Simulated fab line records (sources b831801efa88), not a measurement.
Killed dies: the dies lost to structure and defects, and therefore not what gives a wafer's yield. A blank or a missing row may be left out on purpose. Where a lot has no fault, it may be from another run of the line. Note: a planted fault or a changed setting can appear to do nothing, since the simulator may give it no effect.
Comparing a struck lot with a sound one ; flow sky130 ; 22 out of 708 route steps
Sound: these wafers, L964.2, L964.4, L964.5. The struck wafers were L979.2, L979.3, L979.4. The cause is given at the end.
Each step with rows lists, per side, the tool, then ch with its chambers, then its first start. Under that, the readings that differ: sound wafers ; struck wafers ; difference of the means ; sigmas: that difference in standard deviations of wafers without a fault.
alike: words and numbers the same on both sides, and readings whose means are apart by under 2 such deviations; not compared: readings that were withheld, readings missing a value for some wafer, numbers with overlapping values and no deviation given by the record, and bounds like >300 which may hide the same value.
The two part at a step that has a row with sigmas, a row that says differs or no value, or rows on one side only. Numbers that have no deviation but don't overlap get no sigmas and don't part them. Lack of a reading on every wafer of one side parts them only where that side has two or more wafers.

SKY_VIA4_RS_MEAS_19: uses a four-point probe to measure.
  struck on film-metro-01, day 47 18:14; sound on film-metro-03, day 44 07:14
  alike: VIA4_W_RS
SKY_VIA4_THK_MEAS_20: measures by xrf.
  struck on film-metro-01, day 47 18:20; sound on film-metro-03, day 44 07:20
  alike: VIA4_W_THK
SKY_VIA4_CMP_21: polishes, stops on SiO2, t overpolish 25 s, target thk 0 nm.
  sound on cmp-01 ch 1,3, day 44 07:26; struck on cmp-01 ch 0,1,3, day 47 18:25
  alike: motor-current-A, overpolish-run-s, platen-rpm, slurry-filter-dp-kPa, time-to-endpoint-s
then, 2 steps without rows for these wafers: SKY_METAL5_SPUTTER_00 (material Ti, target thk 15 nm, time 10 s); SKY_METAL5_SPUTTER_01 (material TiN, target thk 20 nm, time 16.7 s).
SKY_METAL5_SPUTTER_02: material AlCu, target thk 1150 nm, time 61.2 s.
  struck on pvd-sputter-03, day 47 18:46; sound on pvd-sputter-02, day 44 07:44
  alike: cathode-dc-power-W, throttle-valve-pct
SKY_METAL5_SPUTTER_03: material Ti, target thk 5 nm, time 3.3 s.
  struck on pvd-sputter-03, day 47 18:49; sound on pvd-sputter-02, day 44 07:47
  alike: cathode-dc-power-W, throttle-valve-pct
SKY_METAL5_SPUTTER_04: material TiN, target thk 70 nm, time 58.3 s.
  struck on pvd-sputter-03, day 47 18:50; sound on pvd-sputter-02, day 44 07:49
  alike: cathode-dc-power-W, throttle-valve-pct
SKY_METAL5_RS_MEAS_05: uses a four-point probe to measure.
  struck on film-metro-03, day 47 18:54; sound on film-metro-03, day 44 07:53
  alike: METAL5_ALCU_RS
SKY_METAL5_THK_MEAS_06: measures by xrf.
  struck on film-metro-03, day 47 19:01; sound on film-metro-03, day 44 07:59
  alike: METAL5_ALCU_THK
then, 2 steps without rows for these wafers: SKY_METAL5_DEHYDRATE_07 (time 60 s); SKY_METAL5_HMDS_08 (prime time 60 s).
SKY_METAL5_COAT_09: resist thk 1800 nm.
  sound on litho-track-02 ch 0, day 44 18:01; struck on litho-track-04 ch 0, day 48 04:17
reading;sound;struck;difference;sigmas
spin-speed-rpm (rpm);3000.5 3000.7 3000.7;3207.6 3208.9 3210.0;+208.2;+99 or more
model.NOVOLAK_of_METAL5_COAT_09.thk-nm (nm);1806 1805 1807;1751 1747 1749;-57;
then, 4 steps without rows for these wafers: SKY_METAL5_SOFTBAKE_10 (time 60 s); SKY_METAL5_EXPOSE_11 (exposes mask MM5, target cd 1600 nm); SKY_METAL5_PEB_12; SKY_METAL5_DEVELOP_13 (develop time 60 s).
SKY_METAL5_DESCUM_14: chemistry O2, time 11 s.
  sound on rie-metal-02 ch 0,1, day 45 04:59; struck on rie-metal-02 ch 0,1, day 48 13:20
  alike: drypump-motor-current-A, oes-product-au
  not compared: rf-hours-counter-h
SKY_METAL5_METAL_ETCH_15: etches the open film in Cl2/BCl3, stops on SiO2, target depth 1260 nm, time 252 s.
  sound on rie-metal-02 ch 0,1, day 45 05:01; struck on rie-metal-02 ch 0,1, day 48 13:23
reading;sound;struck;difference;sigmas
model.NOVOLAK_of_METAL5_COAT_09.thk-nm (nm);1043 1035 1044;978.2 965 971.7;-69.0;
  alike: drypump-motor-current-A, oes-product-au, throttle-valve-pct
  not compared: rf-hours-counter-h
SKY_METAL5_STRIP_16: strips in O2/N2.
  sound on plasma-asher-02 ch 0,1, day 45 05:16; struck on plasma-asher-02 ch 0,1, day 48 13:37
reading;sound;struck;difference;sigmas
strip-time-to-endpoint-s (s);13.18 13.05 13.18;12.49 12.33 12.39;-0.73;-7
  alike: drypump-motor-current-A, oes-product-au
  not compared: rf-hours-counter-h
then, 1 step without rows for these wafers: SKY_METAL5_STRIP_17 (strips in post etch residue remover, time 1200 s).
SKY_PAD_OPEN_PROBE_99:
  struck on prober-01, day 50 03:37; sound on prober-02, day 47 01:52
  alike: defect-limited-yield, killed_at_M0_to_M3, killed_at_M4_up, killed-at-contacts, killed-at-front-end, killed-at-other, killed-dies, killed-on-rim, killed-open, killed-short, sort_bin_3_pad_short, sort_bin_5_function, sort_bin_6_memory, sort-n-pass, sort-yield-pct

== WHERE THEY PART ==
Earliest at SKY_METAL5_COAT_09; latest, in this record, at SKY_METAL5_STRIP_16. Later steps at which nothing parts them and some readings are alike: SKY_PAD_OPEN_PROBE_99.

WHY: the cause the simulator had injected
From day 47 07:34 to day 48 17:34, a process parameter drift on litho-track-04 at SKY_METAL5_COAT_09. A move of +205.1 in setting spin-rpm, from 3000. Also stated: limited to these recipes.
